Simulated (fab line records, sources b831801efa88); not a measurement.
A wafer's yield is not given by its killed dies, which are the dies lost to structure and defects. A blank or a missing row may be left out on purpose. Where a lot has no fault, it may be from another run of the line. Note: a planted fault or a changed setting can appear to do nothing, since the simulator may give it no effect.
A lot that was struck, set against a sound lot + flow sky130 + 15 out of 708 route steps
Sound: these wafers, L353.1, L353.2, L353.4. Struck: wafer L359.6 (left out: L359.2, L359.3 of the same lot, which were not struck); the cause appears at the end.
Order at every step that has rows: each side's tool, ch and its chambers, its first start. Under that, the readings that differ: sound wafers + struck wafers + difference of the means + sigmas: that difference in standard deviations of wafers without a fault.
alike: same words and numbers on both sides, and readings whose means sit less than 2 such deviations apart. not compared: any withheld reading, any reading some wafer has no value for, any bound like >300 that may hide the same value, and any number with overlapping values for which the record gives no deviation.
The two part at a step that has a row with sigmas, a row that says differs or no value, or rows on one side only. Non-overlapping numbers with no deviation appear without sigmas and do not part them. Lack of a reading on every wafer of one side parts them only where that side has two or more wafers.

SKY_METAL3_STRIP_19: strips in O2/N2.
  sound on plasma_asher-04 ch 0,1, day 40 11:22; struck on plasma_asher-04 ch 1, day 42 07:05
  alike: drypump_motor_current_A, oes_product_au, strip_time_to_endpoint_s
  not compared: rf_hours_counter_h
then, 4 steps without rows for these wafers: SKY_METAL3_STRIP_20 (strips in post etch residue remover, time 1200 s); SKY_METAL3_CLEAN_21 (cleans in IPA, time 180 s); SKY_METAL3_CLEAN_22 (cleans in O3/DIW); SKY_VIA3_HDPCVD_00 (deposits SiO2, target thk 1635 nm, time 272.5 s).
SKY_VIA3_THK_MEAS_01:
  sound on film_metro-03 at day 40 12:08; struck on film_metro-02 at day 42 07:53
| reading              | sound          | struck | difference | sigmas |
|----------------------|----------------|--------|------------|--------|
| VIA3_HDPCVD_THK (nm) | 1614 1643 1664 | 1603   | -37        | -2     |
SKY_VIA3_CMP_02: polishes SiO2.
  sound on cmp-01 ch 1,2,3, day 40 12:11; struck on cmp-01 ch 0, day 42 07:59
  alike: motor_current_A, retaining_ring_pressure_frac
SKY_VIA3_BOW_MEAS_03:
  sound on film_metro-02 at day 40 12:29; struck on film_metro-02 at day 42 08:16
  alike: VIA3_BOW
then, 4 steps without rows for these wafers: SKY_VIA3_DEHYDRATE_04 (time 60 s); SKY_VIA3_HMDS_05 (prime time 60 s); SKY_VIA3_COAT_06 (resist thk 60 nm); SKY_VIA3_COAT_07 (resist thk 450 nm).
SKY_VIA3_SOFTBAKE_08: time 90 s.
  sound on litho_track-01 ch 0, day 41 00:00; struck on litho_track-03 ch 0, day 42 20:00
| reading                  | sound                | struck | difference | sigmas |
|--------------------------|----------------------|--------|------------|--------|
| heater_power_total_W (W) | 57.53 57.61 57.46    | 61.97  | +4.44      | +37    |
| run_length_s (s)         | 119.20 119.33 119.18 | 99.88  | -19.36     | -72    |
then, 1 step without rows for these wafers: SKY_VIA3_EXPOSE_09 (exposes mask VIM3, target cd 200 nm).
-- the record jumps here: 6 days lie between the struck wafers' starts before and after (it left off in module VIA3 and takes up again in module PAD_OPEN, whose first step shown is number 708 of the route) --
SKY_PAD_OPEN_PROBE_99:
  sound on prober-01 at day 47 12:35; struck on prober-02 at day 49 00:40
  alike: defect_limited_yield, killed_at_M0_to_M3, killed_at_M4_up, killed_at_contacts, killed_at_front_end, killed_at_other, killed_dies, killed_on_rim, killed_open, killed_short, sort_bin_3_pad_short, sort_bin_5_function, sort_bin_6_memory, sort_n_pass, sort_yield_pct

== WHERE THEY PART ==
First at SKY_VIA3_THK_MEAS_01; last, within this record, at SKY_VIA3_SOFTBAKE_08. Later steps at which nothing parts them and some readings are alike: SKY_PAD_OPEN_PROBE_99.

WHY: what had been put in by the simulator
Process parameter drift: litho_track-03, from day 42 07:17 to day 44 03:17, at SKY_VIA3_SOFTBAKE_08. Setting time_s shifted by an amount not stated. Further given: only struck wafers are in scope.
